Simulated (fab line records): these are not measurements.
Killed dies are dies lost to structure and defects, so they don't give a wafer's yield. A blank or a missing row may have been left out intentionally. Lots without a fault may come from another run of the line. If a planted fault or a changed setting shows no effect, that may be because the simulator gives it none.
Which tool is to blame? ; flow sky130 ; 13 lots (39 wafers sampled), 1 step of a 708-step route

WHAT THE GAUGES SHOWED, per wafer
SKY_SD_N_RS_MEAS_16: a four-point-probe measurement. Usual: SD_N_RS gives 68.55 ohm/sq (standard deviation 0.11).
lot;measured;on;SD_N_RS (ohm/sq);flag
L985;day 27 04:19;film_metro-01;68.62 68.51 68.39;
L986;day 28 07:23;film_metro-01;68.61 68.52 68.41;
L989;day 29 05:38;film_metro-01;68.67 68.62 68.68;
L988;day 29 11:23;film_metro-01;68.71 68.55 68.60;
L990;day 30 05:58;film_metro-03;68.47 68.56 68.60;
L991;day 30 22:09;film_metro-02;68.70 68.45 68.64;
L992;day 31 05:53;film_metro-02;68.67 68.77 68.65;
L995;day 31 09:19;film_metro-01;68.58 68.55 68.57;
L999;day 33 09:47;film_metro-03;68.39 68.58 68.38;
L102;day 33 14:20;film_metro-01;68.63 68.43 68.69;
L103;day 33 17:35;film_metro-03;68.62 68.56 68.40;
L106;day 34 19:08;film_metro-02;68.71 68.68 68.66;
L108;day 35 17:17;film_metro-03;68.59 68.68 68.68;

WHAT TOOL EACH LOT RAN ON (gives the tool, then ch and the chambers of the sampled wafers, and finally the start)
No process step before these readings appears in the record.

WHAT THE TOOLS THEMSELVES READ (means of the sampled wafers that have a number; where no wafer has one, the mark that the record gives instead)
The record holds no such reading with a usual standard deviation.

THE ANSWER, worked out from the rows above alone
Rule: a lot is off if the mean of its wafers that have a number lies more than 3 standard deviations from the usual mean. A lot without any number at a reading at which 4 lots or more have one is off too. All remaining lots with rows at the step are treated as sound. The gauges are gone through in route order, then the tools' own readings, and for those a lot's mean is taken as printed above. The first step at which some lot is off is used, and at that step the reading that is off furthest; a lot without a number counts as furthest.
No lot is off on any of the readings shown, so nothing can be concluded from this.

WHAT THE SIMULATOR HAD INSERTED
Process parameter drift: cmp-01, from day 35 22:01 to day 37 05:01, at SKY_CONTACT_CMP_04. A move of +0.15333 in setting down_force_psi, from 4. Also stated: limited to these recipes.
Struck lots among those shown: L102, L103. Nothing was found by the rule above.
